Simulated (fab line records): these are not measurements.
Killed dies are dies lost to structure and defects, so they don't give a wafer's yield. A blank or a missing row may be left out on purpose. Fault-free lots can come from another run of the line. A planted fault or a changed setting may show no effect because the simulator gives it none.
Which tool is to blame?    flow gf180mcu    Sampling: 7 lots, 21 wafers, 3 of 602 route steps

## WHAT THE GAUGES READ, wafer by wafer
GF_V5_RS_MEAS_24: uses a four-point probe to measure.
lot   measured      on            V5_W_RS (ohm/sq)
L314  day 27 08:09  filmMetro-03  0.332 0.334 0.330
L317  day 28 05:28  filmMetro-02  0.330 0.329 0.324
L322  day 30 14:22  filmMetro-04  0.335 0.326 0.327
L327  day 31 07:50  filmMetro-04  0.324 0.327 0.328
L331  day 32 10:37  filmMetro-02  0.327 0.334 0.324
L334  day 33 01:35  filmMetro-04  0.332 0.327 0.335
L336  day 33 14:44  filmMetro-04  0.326 0.332 0.339

## TOOL THAT RAN EACH LOT (tool first, then ch and the chambers of the sampled wafers, then the start)
lot   GF_V4_SPUTTER_21             GF_V4_CMP_26
L314  pvdSputter-02, day 24 13:30  cmp-01 ch 0,2,3, day 24 13:54
L317  pvdSputter-02, day 25 14:02  cmp-01 ch 0,1,2, day 25 14:26
L322  pvdSputter-04, day 28 01:38  cmp-02 ch 2,3, day 28 02:02
L327  pvdSputter-03, day 28 21:02  cmp-02 ch 0,2, day 28 21:34
L331  pvdSputter-04, day 30 01:07  cmp-02 ch 0,1,2, day 30 01:30
L334  pvdSputter-03, day 30 17:36  cmp-02 ch 1,2, day 30 17:59
L336  pvdSputter-02, day 31 08:55  cmp-01 ch 1,2, day 31 09:18
- GF_V4_SPUTTER_21: material Ti, target thk 15 nm, time 80.02 s.
- GF_V4_CMP_26: polishes, stops on SiO2, t overpolish 15 s, target thk 0 nm.

## THE ANSWER, worked out from the rows above alone
Rule: what is usual is taken from the lots themselves. The widest of any qualifying gaps counts: lots, ordered by their means at a reading, are off when they make up no more than a third of the lots, leave a main group of 4 or more, and stand apart from it by 3 or more times the standard deviation of that group's means. The tables above print the reading to a certain number of digits; a main group whose means all agree to those digits is not used. A lot without any number at a reading at which 4 lots or more have one is off too. The other lots that the step has rows for count as sound.
No lot is off on any of the readings shown, so nothing can be concluded from this.

## WHAT THE SIMULATOR HAD PUT IN
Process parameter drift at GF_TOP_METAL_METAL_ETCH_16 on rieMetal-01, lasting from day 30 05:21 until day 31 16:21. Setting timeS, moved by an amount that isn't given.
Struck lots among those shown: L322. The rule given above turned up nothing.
